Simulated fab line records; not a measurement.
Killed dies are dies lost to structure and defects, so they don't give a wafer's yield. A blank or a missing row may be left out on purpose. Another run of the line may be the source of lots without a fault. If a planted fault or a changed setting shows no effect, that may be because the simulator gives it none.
Comparing a struck lot with a sound one	flow sky130	19 steps out of a route of 708
Sound: wafers L805.1, L805.5, L805.6. Struck: wafers L793.1, L793.3, L793.4. The cause is named last.
Each step with rows lists, per side, the tool, then ch with its chambers, then its first start. Under that, the readings that differ: sound wafers	struck wafers	difference of the means	sigmas: that difference in standard deviations of wafers without a fault.
alike: same words and numbers on both sides, and readings whose means sit less than 2 such deviations apart. not compared: any withheld reading, any reading some wafer has no value for, any bound like >300 that may hide the same value, and any number with overlapping values for which the record gives no deviation.
A row with sigmas, a row that says differs or no value, or rows on one side alone: a step with any of these is where the two part. Non-overlapping numbers with no deviation appear without sigmas and do not part them. A reading missing from all wafers of one side parts the sides only when that side holds two or more wafers.

first, 4 steps without rows for these wafers: SKY_VT_ADJUST_PCH_SOFTBAKE_03; SKY_VT_ADJUST_PCH_EXPOSE_04 (exposes mask NWM, target cd 840 nm); SKY_VT_ADJUST_PCH_PEB_05; SKY_VT_ADJUST_PCH_DEVELOP_06 (develop time 60 s).
SKY_VT_ADJUST_PCH_OVL_MEAS_07:
  sound: overlay-02 at day 16 16:32; struck: overlay-02 at day 12 19:14
  alike: VT_ADJUST_PCH_OVL
then, 1 step without rows for these wafers: SKY_VT_ADJUST_PCH_IMPLANT_08.
SKY_VT_ADJUST_PCH_STRIP_09: strips in O2/N2.
  sound on plasma_asher-02 ch 0,1, day 16 16:43; struck on plasma_asher-03 ch 0,1, day 12 19:26
  alike: chamber_pressure_mTorr, drypump_motor_current_A, oes_product_au, strip_time_to_endpoint_s
  not compared: rf_hours_counter_h
SKY_VT_ADJUST_PCH_TW_MEAS_10:
  sound: film_metro-01 at day 16 16:49; struck: film_metro-04 at day 12 19:32
  alike: VT_ADJUST_PCH_TW
then, 4 steps without rows for these wafers: SKY_SONOS_TUNNEL_DEHYDRATE_00 (time 60 s); SKY_SONOS_TUNNEL_HMDS_01 (prime time 60 s); SKY_SONOS_TUNNEL_COAT_02 (resist thk 1140 nm); SKY_SONOS_TUNNEL_SOFTBAKE_03 (time 60 s).
SKY_SONOS_TUNNEL_EXPOSE_04: exposes mask TUNM, target cd 410 nm.
  sound on iline_stepper-02 ch 0, day 17 07:41; struck on iline_stepper-01 ch 0, day 13 08:35
reading	sound	struck	difference	sigmas
model.SONOS_TUNNEL.overlay_x_nm (nm)	0.3211 0.3211 0.3211	-129.6 -129.6 -129.6	-129.9	
  alike: mask, stage_vel_mm_s
then, 2 steps without rows for these wafers: SKY_SONOS_TUNNEL_PEB_05; SKY_SONOS_TUNNEL_DEVELOP_06 (develop time 60 s).
SKY_SONOS_TUNNEL_CD_MEAS_07: target cd 410 nm.
  sound: cd_sem-01 at day 17 21:32; struck: cd_sem-01 at day 13 20:40
reading	sound	struck	difference	sigmas
cd_nm (nm)	412.8 412.9 413.8	408.7 407.7 408.1	-5.0	-2
SKY_SONOS_TUNNEL_OVL_MEAS_08:
  sound: overlay-02 at day 17 21:39; struck: overlay-02 at day 13 20:47
reading	sound	struck	difference	sigmas
SONOS_TUNNEL_OVL (nm)	-0.2 -1.6 0.6	-131.5 -131.3 -131.2	-130.9	-82
then, 1 step without rows for these wafers: SKY_SONOS_TUNNEL_IMPLANT_09.
-- here the record skips 34 days between the struck wafers' starts before and after, leaving off in module SONOS_TUNNEL and picking up in module PAD_OPEN (first step shown: number 708 of the route) --
SKY_PAD_OPEN_PROBE_99:
  sound: prober-01 at day 50 10:05; struck: prober-01 at day 47 18:35
reading	sound	struck	difference	sigmas
killed_at_front_end	12 11 20	66 62	+50	+10
killed_dies	77 86 89	134 137	+52	+5
killed_on_rim	16 12 15	25 33	+15	+4
model.etest.sonos_erased.drive_ua_um	202.6 218.9 185.4	110.1 87.16	-103.7	
model.etest.sonos_uncharged.r_on_ohm_um	802.8 817.2 809.3	775.4 779.8	-32.2	
model.etest.sonos_programmed.off_log10_a_um	-13.99 -13.91 -13.93	-12.34 -12.42	+1.56	
model.etest.sonos_erased.vt_v (V)	-2.282 -2.263 -2.25	-1.312 -1.244	+0.987	
model.etest.sonos_programmed.vt_v (V)	1.385 1.366 1.403	1.204 1.197	-0.184	
model.etest.sonos_baked.vt_v (V)	0.8697 0.8809 0.9043	0.7612 0.7759	-0.1164	
model.etest.sonos_uncharged.vt_v (V)	-0.4146 -0.4248 -0.462	-0.5618 -0.536	-0.1151	
  alike: killed_at_M0_to_M3, killed_at_M4_up, killed_at_contacts, killed_at_other, killed_open, killed_short

WHERE THEY PART
Last at SKY_PAD_OPEN_PROBE_99 as far as this record goes, first at SKY_SONOS_TUNNEL_CD_MEAS_07.

WHY: whatever the simulator had introduced
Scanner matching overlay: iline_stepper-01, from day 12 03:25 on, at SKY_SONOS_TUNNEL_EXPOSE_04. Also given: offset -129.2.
